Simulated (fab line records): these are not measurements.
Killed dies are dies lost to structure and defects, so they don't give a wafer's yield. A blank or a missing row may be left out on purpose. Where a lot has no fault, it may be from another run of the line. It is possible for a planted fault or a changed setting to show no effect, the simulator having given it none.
8D (eight disciplines) problem report, filled in by code || flow sky130 || the parts of the form that need people (team, actions taken, sign-off) are left out

== 1. THE PROBLEM ==
At SKY_VIA2_ETCH_14, oesProductAu averages 0.990 a.u. over 9 wafers from 3 lots, while fault-free wafers read 0.855 a.u., standard deviation 0.005. Measured from the usual mean, that is +27 standard deviations.
The step: etches BARC in N2/H2, stops on SiO2, time 45.9 s, target depth 60 nm.
Earliest sighting: wafer L752.1 on rieDiel-01 at day 39 09:25. The record has a number at this step for 45 wafers belonging to 15 lots. By rule, "out" or "out of limits" means more than 4 standard deviations away from the usual mean. All remaining wafers that have a number are taken as sound.

== 2. WHAT IT IS, AND WHAT IT ISN'T ==
{"question": "which readings at this step", "is": "oesProductAu, runLengthS", "is not": "drypumpMotorCurrentA"}
{"question": "which lots", "is": "L751, L752, L754", "is not": "L742, L743, L744, L745, L746, L748, L753, L757, L761, L762, L763, L764"}
{"question": "which wafers of those lots", "is": "all that have a number", "is not": "-"}
{"question": "read on which tools", "is": "rieDiel-01", "is not": "rieDiel-02, rieDiel-04"}
{"question": "when", "is": "from day 39 09:25", "is not": "up to then (18 sound wafers); but 18 sound wafers of L753, L757, L761, L762, L763, L764 came after"}

== 3. THE SUSPECTS, EACH WITH WHAT RULES IT OUT ==
Counting: a tool at a process step up to the reading stays a suspect if it ran every lot that is out and no sound lot after the first of them.
- rieDiel-01 at SKY_VIA2_ETCH_14 (etches BARC in N2/H2, stops on SiO2, time 45.9 s, target depth 60 nm): kept. All lots that are out passed through it, beginning with L752 at day 39 09:25, and no sound lot followed; its final sound lot before that point was L748 at day 38 15:47. Its own oesProductAu, runLengthS readings are out on those wafers.
The count leaves rieDiel-01 at SKY_VIA2_ETCH_14.

== 4. THE CAUSE (what the simulator had put in) ==
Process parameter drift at SKY_VIA2_ETCH_14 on rieDiel-01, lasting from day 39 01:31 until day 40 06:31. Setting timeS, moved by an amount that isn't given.
Only this tool survived the counting.

== 5. THE EFFECT CHAIN, in route order ==
One row per reading whose mean, taken over the struck wafers that have a number, lies over 3 standard deviations from the usual. Scope: only readings with a usual standard deviation given in the record; hours: median across lots of the time from each lot's start at the first step in this table that gives one to its start at this step; sigmas: change in usual standard deviations.
{"hours": 0, "step": "SKY_VIA2_ETCH_14", "reading": "oesProductAu", "usual": "0.855 a.u.", "on struck wafers": 0.990, "change": "+0.135", "sigmas": "+27"}
{"hours": 0, "step": "SKY_VIA2_ETCH_14", "reading": "runLengthS", "usual": "74.3 s", "on struck wafers": 67.2, "change": -7.1, "sigmas": -17}
Here are the process steps it includes:
- SKY_VIA2_ETCH_14: etches BARC in N2/H2, stops on SiO2, time 45.9 s, target depth 60 nm.

== 6. WHAT WOULD HAVE CAUGHT IT SOONER ==
8 hours passed between the start of the fault at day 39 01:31 and the first reading out of limits in this record, taken at day 39 09:25.
